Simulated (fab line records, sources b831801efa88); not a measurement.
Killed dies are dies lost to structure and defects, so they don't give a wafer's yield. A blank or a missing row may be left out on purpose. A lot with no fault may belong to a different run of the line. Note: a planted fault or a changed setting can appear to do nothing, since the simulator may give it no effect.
Matching of chambers	flow gf180mcu	cmp-01 running GF_V5_CMP_04: 4 sister chambers
The step polishes SiO2. 18 wafers are shown with their chamber, then 9 later ones without.

## EACH WAFER AND ITS CHAMBER
wafer	chamber	motorCurrentA (A)
L665.3	2	13.4
L665.5	1	11.0
L665.6	0	10.6
L667.3	2	13.7
L667.5	1	10.3
L667.6	0	10.6
L668.2	1	10.0
L668.3	0	10.6
L668.4	2	14.7
L669.3	3	14.6
L669.4	1	10.7
L669.6	1	11.1
L676.1	0	10.5
L676.2	3	14.2
L676.5	1	10.9
L679.2	3	14.2
L679.3	2	14.4
L679.5	2	13.6

SIGNATURES (averages over the wafers above)
reading	chamber 0	chamber 1	chamber 2	chamber 3	scatter within a chamber
motorCurrentA	10.575	10.667	13.960	14.333	0.405
Rule: for each reading, subtract the chamber's mean from the wafer's reading, divide by that reading's scatter and square the result; add these up over the readings and take the root, which gives the wafer's distance from the chamber. If the next closest chamber is less than 2 further off than the closest, the wafer can't be placed; otherwise it belongs to the closest. The scatter is the square root of a quotient: the sum, over the shown wafers, of each reading's squared deviation from its chamber's mean, divided by wafers minus chambers.

## WAFERS MISSING THEIR CHAMBER
wafer	motorCurrentA (A)
L682.1	13.9
L682.2	11.2
L682.5	11.0
L685.2	10.4
L685.5	10.9
L685.6	10.3
L687.1	10.0
L687.2	14.7
L687.6	14.5

## THE CHAMBER EACH PASSED THROUGH
wafer	from the rows above	in truth
L682.1	can't be placed: 2 or 3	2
L682.2	can't be placed: 1 or 0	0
L682.5	can't be placed: 1 or 0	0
L685.2	can't be placed: 0 or 1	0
L685.5	can't be placed: 1 or 0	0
L685.6	can't be placed: 0 or 1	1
L687.1	can't be placed: 0 or 1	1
L687.2	can't be placed: 3 or 2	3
L687.6	can't be placed: 3 or 2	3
0 of 9 placed correctly. These rows do not allow placing 9 (true chamber among the candidates in 9). Wrongly placed: 0.
